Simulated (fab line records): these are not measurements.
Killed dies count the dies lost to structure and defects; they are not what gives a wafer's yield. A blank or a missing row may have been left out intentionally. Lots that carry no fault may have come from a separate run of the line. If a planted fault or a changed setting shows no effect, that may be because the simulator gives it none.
Which tool is to blame? | flow gf180mcu | 12 lots, 36 wafers sampled, at 1 step of a route of 602

WHAT THE GAUGES READ, wafer by wafer
GF_HV_LDD_TW_MEAS_38.
lot  | measured     | on            | HV_LDD_3_TW
L075 | day 11 16:49 | film_metro-04 | 1413 1409 1407
L077 | day 12 07:40 | film_metro-04 | 1417 1416 1418
L079 | day 13 06:28 | film_metro-03 | 1452 1454 1448
L081 | day 13 23:52 | film_metro-01 | 1419 1421 1416
L083 | day 14 09:56 | film_metro-03 | 1437 1432 1442
L085 | day 15 14:17 | film_metro-01 | 1426 1422 1431
L087 | day 16 05:17 | film_metro-01 | 1436 1430 1431
L089 | day 16 19:46 | film_metro-04 | 1418 1409 1422
L091 | day 17 13:19 | film_metro-01 | 1428 1417 1420
L093 | day 17 16:43 | film_metro-01 | 1420 1418 1431
L095 | day 18 07:52 | film_metro-04 | 1404 1397 1401
L097 | day 18 23:55 | film_metro-01 | 1409 1428 1428

WHICH TOOL RAN EACH LOT (tool, then ch and the chambers of the sampled wafers, then the start)
The record holds no process step before these readings.

THE ANSWER, worked out from the rows above alone
Rule: what is usual is taken from the lots themselves. The widest of any qualifying gaps counts: lots, ordered by their means at a reading, are off when they make up no more than a third of the lots, leave a main group of 4 or more, and stand apart from it by 3 or more times the standard deviation of that group's means. A main group is skipped when, at the precision printed for the reading in the tables above, its means are all equal. Also off: a lot with no number at a reading for which 4 or more lots have one. Any other lot the step has rows for is counted as sound.
None of the lots is off at any reading shown; this tells nothing.

WHAT THE SIMULATOR PUT IN
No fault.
